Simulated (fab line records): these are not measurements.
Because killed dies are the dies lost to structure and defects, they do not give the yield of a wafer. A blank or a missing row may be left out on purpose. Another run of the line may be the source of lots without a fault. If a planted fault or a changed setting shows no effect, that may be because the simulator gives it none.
fab line records ; flow sky130
record lots=24; wafers=72; last-day=50
route steps=708 shown LI_CONTACT@375 METAL1@449 METAL2@489 METAL3@533 VIA3@594 METAL5@663
lots that met no fault: from a run of the same line without faults
start-h: hours from the record's opening day to when the first of the lot's shown wafers began ; wait-h: hours elapsed since this lot's preceding step ; " identical to the entry in the row above ; L1.1+2: a row that stands for several wafers ; - no value, or no start given ; * or withheld: withheld ; < > ~ a bound
route shown NAME@n: names a module that has steps shown in the file, with the first one's number in the route ; usual: the fault-free wafers' mean and standard deviation ; same: alike in all rows ; chamber/n: place in a boat ; sites: readings site by site ; _std_site: standard deviation across them ; _edge_site: the outer-site mean with the inner-site mean subtracted ; radius-mm: for every site, how far away it sits from the centre of the wafer ; mask NAME#n: copy n ; behind: the most recent tool/chamber to have shaped the wafer ; hold: why the lot went on hold/how many hours it stayed there/how the hold came to an end ; device: which transistor (n, p or np) failed to switch ; end of line: the route-end tests of the same wafers ; a step given without rows: its recipe and nothing more ; killed: the dies lost at the first sort to structure and to defects; this is not the yield of the wafer ; map: per-die view of a wafer (x killed, . not killed, _ where there is no die)
set.NAME: the setting the step ran with; set.NAME@STEP: the setting that earlier step ran with ; model.NAME: the simulator's own value behind a step, which no gauge read
steps of the route over a sample of lots; a table a step, a row a wafer
services: the hour from which a tool's chamber was out of use, counted from the record's first day as start-h (under 0 if before that day), plus the number of hours and why
## steps
# step SKY_LI_CONTACT_OVL_MEAS_13
# usual LI_CONTACT_OVL=1/5.8
lot.wafer;tool;chamber;start-h;wait-h;LI_CONTACT_OVL[nm]
L075.1;overlay-02;-;688.82;0.1;3
L075.4;overlay-02;-;688.82;0.1;0
L075.5;overlay-02;-;688.82;0.1;-1
L074.3;overlay-02;-;691.46;0.1;4
L074.4;overlay-02;-;691.46;0.1;9
L074.6;overlay-02;-;691.46;0.1;9
L076.1;overlay-01;-;696.58;0.1;0
L076.4;overlay-01;-;696.58;0.1;8
L076.6;overlay-01;-;696.58;0.1;2
L077.2;overlay-01;-;697.89;0.1;-9
L077.3;overlay-01;-;697.89;0.1;2
L077.6;overlay-01;-;697.89;0.1;-2
L078.3;overlay-01;-;703.43;0.1;1
L078.4;overlay-01;-;703.43;0.1;5
L078.5;overlay-01;-;703.43;0.1;-1
L079.1;overlay-02;-;716.85;0.1;-3
L079.3;overlay-02;-;716.85;0.1;1
L079.5;overlay-02;-;716.85;0.1;-4
L080.2;overlay-02;-;729.24;0.1;1
L080.5;overlay-02;-;729.24;0.1;-4
L080.6;overlay-02;-;729.24;0.1;0
L081.1;overlay-02;-;740.75;0.1;3
L081.2;overlay-02;-;740.75;0.1;-1
L081.5;overlay-02;-;740.75;0.1;6
L082.4;overlay-01;-;752.70;0.1;0
L082.5;overlay-01;-;752.70;0.1;-3
L082.6;overlay-01;-;752.70;0.1;-5
L084.1;overlay-02;-;765.30;0.1;-2
L084.2;overlay-02;-;765.30;0.1;-2
L084.6;overlay-02;-;765.30;0.1;4
L083.1;overlay-01;-;771.85;0.1;-5
L083.3;overlay-01;-;771.85;0.1;-5
L083.5;overlay-01;-;771.85;0.1;-14
L085.1;overlay-02;-;775.98;0.1;2
L085.2;overlay-02;-;775.98;0.1;-8
L085.3;overlay-02;-;775.98;0.1;6
L086.1;overlay-01;-;782.00;0.1;7
L086.4;overlay-01;-;782.00;0.1;-7
L086.6;overlay-01;-;782.00;0.1;-5
L087.3;overlay-02;-;793.61;0.1;2
L087.5;overlay-02;-;793.61;0.1;2
L087.6;overlay-02;-;793.61;0.1;-5
L088.1;overlay-01;-;798.20;0.1;-5
L088.3;overlay-01;-;798.20;0.1;-8
L088.4;overlay-01;-;798.20;0.1;-4
L089.2;overlay-01;-;799.74;0.1;8
L089.3;overlay-01;-;799.74;0.1;3
L089.6;overlay-01;-;799.74;0.1;-5
L090.1;overlay-01;-;811.18;0.1;8
L090.2;overlay-01;-;811.18;0.1;10
L090.6;overlay-01;-;811.18;0.1;12
L091.1;overlay-02;-;815.73;0.1;7
L091.5;overlay-02;-;815.73;0.1;-1
L091.6;overlay-02;-;815.73;0.1;-6
L092.2;overlay-02;-;820.68;0.1;3
L092.4;overlay-02;-;820.68;0.1;8
L092.6;overlay-02;-;820.68;0.1;7
L093.3;overlay-02;-;831.16;0.1;-4
L093.4;overlay-02;-;831.16;0.1;-5
L093.6;overlay-02;-;831.16;0.1;-1
L094.2;overlay-01;-;833.41;0.1;5
L094.3;overlay-01;-;833.41;0.1;6
L094.5;overlay-01;-;833.41;0.1;15
L095.2;overlay-01;-;838.09;0.1;2
L095.3;overlay-01;-;838.09;0.1;-4
L095.5;overlay-01;-;838.09;0.1;-3
L096.1;overlay-02;-;851.10;0.1;-2
L096.3;overlay-02;-;851.10;0.1;-2
L096.4;overlay-02;-;851.10;0.1;2
L097.1;overlay-01;-;855.53;0.1;-2
L097.2;overlay-01;-;855.53;0.1;3
L097.4;overlay-01;-;855.53;0.1;2
# step SKY_METAL1_CD_MEAS_15
# recipe target-cd-nm=140
# usual cd-nm=139.9/1.6
lot.wafer;tool;chamber;start-h;wait-h;cd-nm
L075.1;cd-sem-02;-;778.15;-;141.6
L075.4;cd-sem-02;-;778.15;-;140.5
L075.5;cd-sem-02;-;778.15;-;140.1
L074.3;cd-sem-02;-;780.68;-;138.5
L074.4;cd-sem-02;-;780.68;-;139.3
L074.6;cd-sem-02;-;780.68;-;139.0
L076.1;cd-sem-02;-;786.08;-;142.3
L076.4;cd-sem-02;-;786.08;-;141.3
L076.6;cd-sem-02;-;786.08;-;140.5
L077.2;cd-sem-02;-;787.25;-;139.0
L077.3;cd-sem-02;-;787.25;-;137.4
L077.6;cd-sem-02;-;787.25;-;137.9
L078.3;cd-sem-02;-;793.04;-;137.9
L078.4;cd-sem-02;-;793.04;-;136.4
L078.5;cd-sem-02;-;793.04;-;138.0
L079.1;cd-sem-01;-;802.74;-;138.3
L079.3;cd-sem-01;-;802.74;-;140.1
L079.5;cd-sem-01;-;802.74;-;139.6
L080.2;cd-sem-01;-;815.90;-;137.0
L080.5;cd-sem-01;-;815.90;-;137.3
L080.6;cd-sem-01;-;815.90;-;138.2
L081.1;cd-sem-02;-;826.15;-;140.0
L081.2;cd-sem-02;-;826.15;-;140.5
L081.5;cd-sem-02;-;826.15;-;141.8
L082.4;cd-sem-02;-;836.66;-;139.7
L082.5;cd-sem-02;-;836.66;-;139.8
L082.6;cd-sem-02;-;836.66;-;139.4
L084.1;cd-sem-02;-;848.45;-;138.8
L084.2;cd-sem-02;-;848.45;-;138.5
L084.6;cd-sem-02;-;848.45;-;140.8
L083.1;cd-sem-01;-;854.70;-;139.5
L083.3;cd-sem-01;-;854.70;-;139.5
L083.5;cd-sem-01;-;854.70;-;139.2
L085.1;cd-sem-02;-;858.38;-;139.9
L085.2;cd-sem-02;-;858.38;-;138.5
L085.3;cd-sem-02;-;858.38;-;139.5
L086.1;cd-sem-02;-;864.64;-;142.1
L086.4;cd-sem-02;-;864.64;-;141.9
L086.6;cd-sem-02;-;864.64;-;141.3
L087.3;cd-sem-02;-;875.12;-;139.7
L087.5;cd-sem-02;-;875.12;-;140.5
L087.6;cd-sem-02;-;875.12;-;141.0
L088.1;cd-sem-02;-;879.93;-;141.3
L088.3;cd-sem-02;-;879.93;-;141.2
L088.4;cd-sem-02;-;879.93;-;142.7
L089.2;cd-sem-01;-;881.61;-;139.7
L089.3;cd-sem-01;-;881.61;-;138.6
L089.6;cd-sem-01;-;881.61;-;141.1
L090.1;cd-sem-02;-;891.98;-;140.0
L090.2;cd-sem-02;-;891.98;-;141.8
L090.6;cd-sem-02;-;891.98;-;140.6
L091.1;cd-sem-01;-;896.23;-;138.6
L091.5;cd-sem-01;-;896.23;-;137.7
L091.6;cd-sem-01;-;896.23;-;138.7
L092.2;cd-sem-01;-;901.11;-;140.1
L092.4;cd-sem-01;-;901.11;-;141.7
L092.6;cd-sem-01;-;901.11;-;141.0
L093.3;cd-sem-01;-;910.33;-;142.0
L093.4;cd-sem-01;-;910.33;-;143.9
L093.6;cd-sem-01;-;910.33;-;143.9
L094.2;cd-sem-02;-;912.46;-;141.3
L094.3;cd-sem-02;-;912.46;-;140.1
L094.5;cd-sem-02;-;912.46;-;141.8
L095.2;cd-sem-02;-;918.66;-;138.9
L095.3;cd-sem-02;-;918.66;-;138.3
L095.5;cd-sem-02;-;918.66;-;137.6
L096.1;cd-sem-02;-;930.64;-;139.3
L096.3;cd-sem-02;-;930.64;-;139.8
L096.4;cd-sem-02;-;930.64;-;138.6
L097.1;cd-sem-01;-;934.65;-;142.4
L097.2;cd-sem-01;-;934.65;-;141.4
L097.4;cd-sem-01;-;934.65;-;141.4
# step SKY_METAL2_THK_MEAS_06
# recipe thk-meas-gauge=xrf; reads=AlCu_of_METAL2_SPUTTER_02
# usual METAL2_ALCU_THK=254/3.4
lot.wafer;tool;chamber;start-h;wait-h;METAL2_ALCU_THK[nm]
L075.1;film-metro-04;-;807.74;0.1;257
L075.4;film-metro-04;-;807.74;0.1;257
L075.5;film-metro-04;-;807.74;0.1;256
L074.3;film-metro-03;-;809.88;0.1;249
L074.4;film-metro-03;-;809.88;0.1;255
L074.6;film-metro-03;-;809.88;0.1;253
L076.1;film-metro-04;-;815.49;0.1;257
L076.4;film-metro-04;-;815.49;0.1;260
L076.6;film-metro-04;-;815.49;0.1;255
L077.2;film-metro-02;-;816.71;0.1;255
L077.3;film-metro-02;-;816.71;0.1;254
L077.6;film-metro-02;-;816.71;0.1;253
L078.3;film-metro-02;-;821.99;0.1;255
L078.4;film-metro-02;-;821.99;0.1;254
L078.5;film-metro-02;-;821.99;0.1;253
L079.1;film-metro-04;-;831.66;0.1;253
L079.3;film-metro-04;-;831.66;0.1;256
L079.5;film-metro-04;-;831.66;0.1;256
L080.2;film-metro-04;-;844.90;0.1;249
L080.5;film-metro-04;-;844.90;0.1;252
L080.6;film-metro-04;-;844.90;0.1;253
L081.1;film-metro-02;-;855.03;0.1;253
L081.2;film-metro-02;-;855.03;0.1;257
L081.5;film-metro-02;-;855.03;0.1;252
L082.4;film-metro-03;-;865.43;0.1;260
L082.5;film-metro-03;-;865.43;0.1;249
L082.6;film-metro-03;-;865.43;0.1;258
L084.1;film-metro-04;-;877.36;0.1;255
L084.2;film-metro-04;-;877.36;0.1;252
L084.6;film-metro-04;-;877.36;0.1;253
L083.1;film-metro-03;-;883.48;0.1;254
L083.3;film-metro-03;-;883.48;0.1;256
L083.5;film-metro-03;-;883.48;0.1;256
L085.1;film-metro-02;-;886.17;0.1;251
L085.2;film-metro-02;-;886.17;0.1;253
L085.3;film-metro-02;-;886.17;0.1;249
L086.1;film-metro-02;-;892.65;0.1;256
L086.4;film-metro-02;-;892.65;0.1;253
L086.6;film-metro-02;-;892.65;0.1;253
L087.3;film-metro-04;-;902.78;0.1;251
L087.5;film-metro-04;-;902.78;0.1;245
L087.6;film-metro-04;-;902.78;0.1;249
L088.1;film-metro-02;-;908.21;0.1;260
L088.3;film-metro-02;-;908.21;0.1;262
L088.4;film-metro-02;-;908.21;0.1;260
L089.2;film-metro-04;-;909.91;0.1;253
L089.3;film-metro-04;-;909.91;0.1;248
L089.6;film-metro-04;-;909.91;0.1;254
L090.1;film-metro-04;-;920.11;0.1;253
L090.2;film-metro-04;-;920.11;0.1;254
L090.6;film-metro-04;-;920.11;0.1;254
L091.1;film-metro-03;-;924.00;0.1;256
L091.5;film-metro-03;-;924.00;0.1;250
L091.6;film-metro-03;-;924.00;0.1;256
L092.2;film-metro-02;-;927.19;0.1;249
L092.4;film-metro-02;-;927.19;0.1;251
L092.6;film-metro-02;-;927.19;0.1;253
L093.3;film-metro-04;-;937.79;0.1;255
L093.4;film-metro-04;-;937.79;0.1;255
L093.6;film-metro-04;-;937.79;0.1;255
L094.2;film-metro-02;-;939.36;0.1;255
L094.3;film-metro-02;-;939.36;0.1;255
L094.5;film-metro-02;-;939.36;0.1;254
L095.2;film-metro-02;-;945.76;0.1;252
L095.3;film-metro-02;-;945.76;0.1;254
L095.5;film-metro-02;-;945.76;0.1;255
L096.1;film-metro-04;-;957.91;0.1;251
L096.3;film-metro-04;-;957.91;0.1;253
L096.4;film-metro-04;-;957.91;0.1;249
L097.1;film-metro-04;-;962.14;0.1;259
L097.2;film-metro-04;-;962.14;0.1;256
L097.4;film-metro-04;-;962.14;0.1;258
# step SKY_METAL3_SPUTTER_01
# recipe material=TiN; target-thk-nm=20; power-w=6500; time-s=16.7; chamber-pressure-pa=0.4
# usual cathode-dc-power-W=6499.9/1.2; throttle-valve-pct=29.2/1.2
lot.wafer;tool;chamber;start-h;wait-h;cathode-dc-power-W;throttle-valve-pct
L075.1;pvd-sputter-03;-;862.73;0.0;6500.5;29.3
L075.4;pvd-sputter-03;-;862.73;0.0;6499.0;30.6
L075.5;pvd-sputter-03;-;862.73;0.0;6499.0;30.8
L074.3;pvd-sputter-03;-;864.87;0.0;6501.0;28.3
L074.4;pvd-sputter-03;-;864.87;0.0;6498.9;28.2
L074.6;pvd-sputter-03;-;864.87;0.0;6502.2;30.7
L076.1;pvd-sputter-02;-;869.91;0.0;6500.1;29.1
L076.4;pvd-sputter-02;-;869.91;0.0;6499.7;26.8
L076.6;pvd-sputter-02;-;869.91;0.0;6500.5;29.3
L077.2;pvd-sputter-03;-;871.55;0.0;6499.6;28.5
L077.3;pvd-sputter-03;-;871.55;0.0;6500.5;29.2
L077.6;pvd-sputter-03;-;871.55;0.0;6500.4;29.3
L078.3;pvd-sputter-02;-;875.55;0.0;6501.8;29.3
L078.4;pvd-sputter-02;-;875.55;0.0;6501.7;26.9
L078.5;pvd-sputter-02;-;875.55;0.0;6501.1;29.2
L079.1;pvd-sputter-01;-;884.79;0.0;6498.8;29.1
L079.3;pvd-sputter-01;-;884.79;0.0;6499.3;28.2
L079.5;pvd-sputter-01;-;884.79;0.0;6501.8;28.5
L080.2;pvd-sputter-02;-;897.60;0.0;6501.2;29.3
L080.5;pvd-sputter-02;-;897.60;0.0;6498.2;29.4
L080.6;pvd-sputter-02;-;897.60;0.0;6498.6;30.3
L081.1;pvd-sputter-03;-;908.50;0.0;6500.3;30.7
L081.2;pvd-sputter-03;-;908.50;0.0;6501.6;29.6
L081.5;pvd-sputter-03;-;908.50;0.0;6497.6;29.4
L082.4;pvd-sputter-02;-;918.68;0.0;6498.7;31.3
L082.5;pvd-sputter-02;-;918.68;0.0;6503.4;27.1
L082.6;pvd-sputter-02;-;918.68;0.0;6499.1;29.1
L084.1;pvd-sputter-02;-;928.55;0.0;6497.7;29.2
L084.2;pvd-sputter-02;-;928.55;0.0;6500.5;30.2
L084.6;pvd-sputter-02;-;928.55;0.0;6502.9;31.6
L083.1;pvd-sputter-02;-;935.58;0.0;6498.6;26.8
L083.3;pvd-sputter-02;-;935.58;0.0;6501.0;31.4
L083.5;pvd-sputter-02;-;935.58;0.0;6499.9;29.2
L085.1;pvd-sputter-02;-;937.74;0.0;6500.7;31.5
L085.2;pvd-sputter-02;-;937.74;0.0;6500.2;26.9
L085.3;pvd-sputter-02;-;937.74;0.0;6501.6;30.6
L086.1;pvd-sputter-01;-;944.55;0.0;6501.9;28.1
L086.4;pvd-sputter-01;-;944.55;0.0;6498.3;28.3
L086.6;pvd-sputter-01;-;944.55;0.0;6499.4;28.4
L087.3;pvd-sputter-01;-;952.69;0.0;6500.9;28.2
L087.5;pvd-sputter-01;-;952.69;0.0;6498.5;28.3
L087.6;pvd-sputter-01;-;952.69;0.0;6501.8;28.4
L088.1;pvd-sputter-02;-;958.40;0.0;6498.4;30.5
L088.3;pvd-sputter-02;-;958.40;0.0;6499.2;31.5
L088.4;pvd-sputter-02;-;958.40;0.0;6500.7;27.2
L089.2;pvd-sputter-01;-;960.38;0.0;6499.7;28.3
L089.3;pvd-sputter-01;-;960.38;0.0;6499.5;29.9
L089.6;pvd-sputter-01;-;960.38;0.0;6500.0;28.0
L090.1;pvd-sputter-03;-;970.59;0.0;6500.1;30.4
L090.2;pvd-sputter-03;-;970.59;0.0;6500.1;28.4
L090.6;pvd-sputter-03;-;970.59;0.0;6499.2;29.0
L091.1;pvd-sputter-02;-;974.31;0.0;6501.6;29.1
L091.5;pvd-sputter-02;-;974.31;0.0;6499.7;30.4
L091.6;pvd-sputter-02;-;974.31;0.0;6498.7;31.9
L092.2;pvd-sputter-03;-;977.47;0.0;6504.0;29.7
L092.4;pvd-sputter-03;-;977.47;0.0;6500.1;30.8
L092.6;pvd-sputter-03;-;977.47;0.0;6500.8;29.2
L093.3;pvd-sputter-01;-;988.96;0.0;6501.5;28.9
L093.4;pvd-sputter-01;-;988.96;0.0;6499.1;29.6
L093.6;pvd-sputter-01;-;988.96;0.0;6499.7;28.5
L094.2;pvd-sputter-01;-;989.83;0.0;6500.3;29.6
L094.3;pvd-sputter-01;-;989.83;0.0;6499.3;28.5
L094.5;pvd-sputter-01;-;989.83;0.0;6498.8;29.1
L095.2;pvd-sputter-01;-;996.10;0.0;6500.4;29.6
L095.3;pvd-sputter-01;-;996.10;0.0;6498.5;28.4
L095.5;pvd-sputter-01;-;996.10;0.0;6501.0;28.8
L096.1;pvd-sputter-01;-;1006.64;0.0;6499.7;29.0
L096.3;pvd-sputter-01;-;1006.64;0.0;6499.9;28.2
L096.4;pvd-sputter-01;-;1006.64;0.0;6500.2;29.5
L097.1;pvd-sputter-01;-;1010.01;0.0;6499.3;28.7
L097.2;pvd-sputter-01;-;1010.01;0.0;6499.0;28.3
L097.4;pvd-sputter-01;-;1010.01;0.0;6499.0;29.5
# step SKY_VIA3_CVD_21
# recipe material=W; target-thk-nm=390; time-s=117.31; temp-c=400; pressure-torr=40
# usual heater-power-w=778/67
lot.wafer;tool;chamber;start-h;wait-h;heater-power-w
L075.1;cvd-w-01;1;939.45;0.0;852
L075.4;cvd-w-01;0;939.45;0.0;751
L075.5;cvd-w-01;1;939.45;0.0;870
L074.3;cvd-w-01;1;941.53;0.1;841
L074.4;cvd-w-01;0;941.53;0.1;761
L074.6;cvd-w-01;0;941.53;0.1;727
L076.1;cvd-w-01;0;945.64;0.0;768
L076.4;cvd-w-01;0;945.64;0.0;760
L076.6;cvd-w-01;0;945.64;0.0;749
L077.2;cvd-w-01;0;946.29;0.0;762
L077.3;cvd-w-01;1;946.29;0.0;843
L077.6;cvd-w-01;0;946.29;0.0;774
L078.3;cvd-w-02;1;951.39;0.1;824
L078.4;cvd-w-02;0;951.39;0.1;671
L078.5;cvd-w-02;1;951.39;0.1;837
L079.1;cvd-w-02;0;962.23;0.0;711
L079.3;cvd-w-02;1;962.23;0.0;835
L079.5;cvd-w-02;0;962.23;0.0;671
L080.2;cvd-w-01;0;973.12;0.0;765
L080.5;cvd-w-01;0;973.12;0.0;763
L080.6;cvd-w-01;1;973.12;0.0;838
L081.1;cvd-w-01;0;982.94;0.0;761
L081.2;cvd-w-01;1;982.94;0.0;850
L081.5;cvd-w-01;0;982.94;0.0;754
L082.4;cvd-w-02;1;993.87;0.1;825
L082.5;cvd-w-02;1;993.87;0.1;813
L082.6;cvd-w-02;0;993.87;0.1;717
L084.1;cvd-w-02;1;1001.84;0.0;831
L084.2;cvd-w-02;0;1001.84;0.0;686
L084.6;cvd-w-02;1;1001.84;0.0;829
L083.1;cvd-w-02;1;1007.22;0.0;835
L083.3;cvd-w-02;0;1007.22;0.0;679
L083.5;cvd-w-02;1;1007.22;0.0;818
L085.1;cvd-w-02;1;1009.62;0.0;817
L085.2;cvd-w-02;0;1009.62;0.0;661
L085.3;cvd-w-02;1;1009.62;0.0;831
L086.1;cvd-w-01;1;1018.48;0.0;865
L086.4;cvd-w-01;1;1018.48;0.0;851
L086.6;cvd-w-01;0;1018.48;0.0;756
L087.3;cvd-w-01;1;1024.53;0.1;855
L087.5;cvd-w-01;0;1024.53;0.1;747
L087.6;cvd-w-01;1;1024.53;0.1;869
L088.1;cvd-w-01;1;1028.23;0.0;846
L088.3;cvd-w-01;1;1028.23;0.0;865
L088.4;cvd-w-01;0;1028.23;0.0;755
L089.2;cvd-w-02;0;1030.78;0.0;691
L089.3;cvd-w-02;0;1030.78;0.0;705
L089.6;cvd-w-02;1;1030.78;0.0;830
L090.1;cvd-w-02;1;1048.23;0.0;831
L090.2;cvd-w-02;0;1048.23;0.0;688
L090.6;cvd-w-02;0;1048.23;0.0;704
L091.1;cvd-w-02;0;1049.53;0.0;700
L091.5;cvd-w-02;0;1049.53;0.0;684
L091.6;cvd-w-02;1;1049.53;0.0;832
L092.2;cvd-w-02;0;1050.18;0.0;678
L092.4;cvd-w-02;0;1050.18;0.0;688
L092.6;cvd-w-02;0;1050.18;0.0;689
L093.3;cvd-w-02;1;1058.07;0.1;834
L093.4;cvd-w-02;0;1058.07;0.1;693
L093.6;cvd-w-02;0;1058.07;0.1;694
L094.2;cvd-w-01;0;1060.18;0.0;757
L094.3;cvd-w-01;0;1060.18;0.0;763
L094.5;cvd-w-01;0;1060.18;0.0;762
L095.2;cvd-w-02;0;1067.73;0.0;697
L095.3;cvd-w-02;0;1067.73;0.0;689
L095.5;cvd-w-02;0;1067.73;0.0;686
L096.1;cvd-w-02;0;1077.39;0.1;688
L096.3;cvd-w-02;0;1077.39;0.1;700
L096.4;cvd-w-02;1;1077.39;0.1;848
L097.1;cvd-w-02;0;1081.17;0.0;703
L097.2;cvd-w-02;1;1081.17;0.0;837
L097.4;cvd-w-02;0;1081.17;0.0;690
# step SKY_METAL5_SPUTTER_02
# recipe material=AlCu; target-thk-nm=1150; power-w=10600; time-s=61.2; chamber-pressure-pa=0.4
# usual cathode-dc-power-W=10600/2; throttle-valve-pct=29.9/1.5
lot.wafer;tool;chamber;start-h;wait-h;cathode-dc-power-W;throttle-valve-pct
L075.1;pvd-sputter-04;-;1012.12;0.0;10598;28.9
L075.4;pvd-sputter-04;-;1012.12;0.0;10599;33.3
L075.5;pvd-sputter-04;-;1012.12;0.0;10596;31.2
L074.3;pvd-sputter-01;-;1017.20;0.0;10600;28.8
L074.4;pvd-sputter-01;-;1017.20;0.0;10600;29.8
L074.6;pvd-sputter-01;-;1017.20;0.0;10601;28.9
L076.1;pvd-sputter-04;-;1020.55;0.0;10602;29.1
L076.4;pvd-sputter-04;-;1020.55;0.0;10598;33.2
L076.6;pvd-sputter-04;-;1020.55;0.0;10600;31.2
L077.2;pvd-sputter-01;-;1021.75;0.0;10602;28.5
L077.3;pvd-sputter-01;-;1021.75;0.0;10599;28.3
L077.6;pvd-sputter-01;-;1021.75;0.0;10601;29.6
L078.3;pvd-sputter-01;-;1024.18;0.0;10599;28.4
L078.4;pvd-sputter-01;-;1024.18;0.0;10599;28.5
L078.5;pvd-sputter-01;-;1024.18;0.0;10601;29.9
L079.1;pvd-sputter-01;-;1033.61;0.0;10601;28.3
L079.3;pvd-sputter-01;-;1033.61;0.0;10601;28.7
L079.5;pvd-sputter-01;-;1033.61;0.0;10600;28.2
L080.2;pvd-sputter-04;-;1049.71;0.0;10598;30.7
L080.5;pvd-sputter-04;-;1049.71;0.0;10603;33.3
L080.6;pvd-sputter-04;-;1049.71;0.0;10597;30.9
L081.1;pvd-sputter-03;-;1053.52;0.0;10596;28.1
L081.2;pvd-sputter-03;-;1053.52;0.0;10598;30.7
L081.5;pvd-sputter-03;-;1053.52;0.0;10598;28.0
L082.4;pvd-sputter-04;-;1067.61;0.0;10600;29.1
L082.5;pvd-sputter-04;-;1067.61;0.0;10601;28.9
L082.6;pvd-sputter-04;-;1067.61;0.0;10599;33.2
L084.1;pvd-sputter-01;-;1074.14;0.0;10599;28.1
L084.2;pvd-sputter-01;-;1074.14;0.0;10598;29.0
L084.6;pvd-sputter-01;-;1074.14;0.0;10598;29.7
L083.1;pvd-sputter-04;-;1079.67;0.0;10600;31.2
L083.3;pvd-sputter-04;-;1079.67;0.0;10602;30.7
L083.5;pvd-sputter-04;-;1079.67;0.0;10600;30.6
L085.1;pvd-sputter-03;-;1082.00;0.0;10601;29.0
L085.2;pvd-sputter-03;-;1082.00;0.0;10600;30.9
L085.3;pvd-sputter-03;-;1082.00;0.0;10599;29.6
L086.1;pvd-sputter-03;-;1092.04;0.0;10601;30.7
L086.4;pvd-sputter-03;-;1092.04;0.0;10601;28.2
L086.6;pvd-sputter-03;-;1092.04;0.0;10600;28.3
L087.3;pvd-sputter-04;-;1098.22;0.0;10598;31.5
L087.5;pvd-sputter-04;-;1098.22;0.0;10600;30.8
L087.6;pvd-sputter-04;-;1098.22;0.0;10600;29.0
L088.1;pvd-sputter-04;-;1101.52;0.0;10603;30.5
L088.3;pvd-sputter-04;-;1101.52;0.0;10603;28.8
L088.4;pvd-sputter-04;-;1101.52;0.0;10604;31.2
L089.2;pvd-sputter-04;-;1103.92;0.0;10596;29.0
L089.3;pvd-sputter-04;-;1103.92;0.0;10598;33.2
L089.6;pvd-sputter-04;-;1103.92;0.0;10602;29.0
L090.1;pvd-sputter-03;-;1119.29;0.0;10599;28.0
L090.2;pvd-sputter-03;-;1119.29;0.0;10599;29.2
L090.6;pvd-sputter-03;-;1119.29;0.0;10600;28.3
L091.1;pvd-sputter-04;-;1121.39;0.0;10597;29.0
L091.5;pvd-sputter-04;-;1121.39;0.0;10598;30.4
L091.6;pvd-sputter-04;-;1121.39;0.0;10602;31.3
L092.2;pvd-sputter-01;-;1121.69;0.0;10604;28.3
L092.4;pvd-sputter-01;-;1121.69;0.0;10599;28.9
L092.6;pvd-sputter-01;-;1121.69;0.0;10602;28.1
L093.3;pvd-sputter-01;-;1126.87;0.0;10598;28.0
L093.4;pvd-sputter-01;-;1126.87;0.0;10599;29.7
L093.6;pvd-sputter-01;-;1126.87;0.0;10600;28.7
L094.2;pvd-sputter-03;-;1127.47;0.0;10603;29.2
L094.3;pvd-sputter-03;-;1127.47;0.0;10597;29.5
L094.5;pvd-sputter-03;-;1127.47;0.0;10599;29.5
L095.2;pvd-sputter-01;-;1133.03;0.0;10602;28.3
L095.3;pvd-sputter-01;-;1133.03;0.0;10600;28.3
L095.5;pvd-sputter-01;-;1133.03;0.0;10601;29.9
L096.1;pvd-sputter-04;-;1142.01;0.0;10601;30.5
L096.3;pvd-sputter-04;-;1142.01;0.0;10598;28.9
L096.4;pvd-sputter-04;-;1142.01;0.0;10599;31.2
L097.1;pvd-sputter-03;-;1148.01;0.0;10599;30.8
L097.2;pvd-sputter-03;-;1148.01;0.0;10599;29.1
L097.4;pvd-sputter-03;-;1148.01;0.0;10599;28.1
## services
tool;chamber;start-h;hours;kind
cvd-w-02;1;845.55;10.0;repair
pvd-sputter-03;-;851.53;0.9;repair
pvd-sputter-03;1;862.86;-;consumable-replace:kit
pvd-sputter-03;1;862.86;18.0;scheduled-down
pvd-sputter-03;1;862.86;18.0;vent-cycle
pvd-sputter-02;-;880.29;3.3;repair
pvd-sputter-01;1;894.15;-;consumable-replace:kit
pvd-sputter-01;1;894.15;18.0;scheduled-down
pvd-sputter-01;1;894.15;18.0;vent-cycle
cvd-w-01;-;904.00;14.0;pm
cvd-w-02;-;923.96;0.9;repair
pvd-sputter-03;-;1003.82;0.9;repair
pvd-sputter-03;0;1013.10;-;consumable-replace:kit
pvd-sputter-03;0;1013.10;18.0;scheduled-down
pvd-sputter-03;0;1013.10;18.0;vent-cycle
cvd-w-01;-;1018.95;1.2;repair
pvd-sputter-01;0;1021.87;-;consumable-replace:kit
pvd-sputter-01;0;1021.87;18.0;scheduled-down
pvd-sputter-01;0;1021.87;18.0;vent-cycle
cvd-w-02;1;1040.35;4.8;repair
pvd-sputter-01;-;1081.02;11.1;repair
cvd-w-02;-;1085.35;6.9;pm
cvd-w-01;-;1109.48;1.3;repair
cvd-w-01;-;1134.99;0.6;repair
## key
fault none
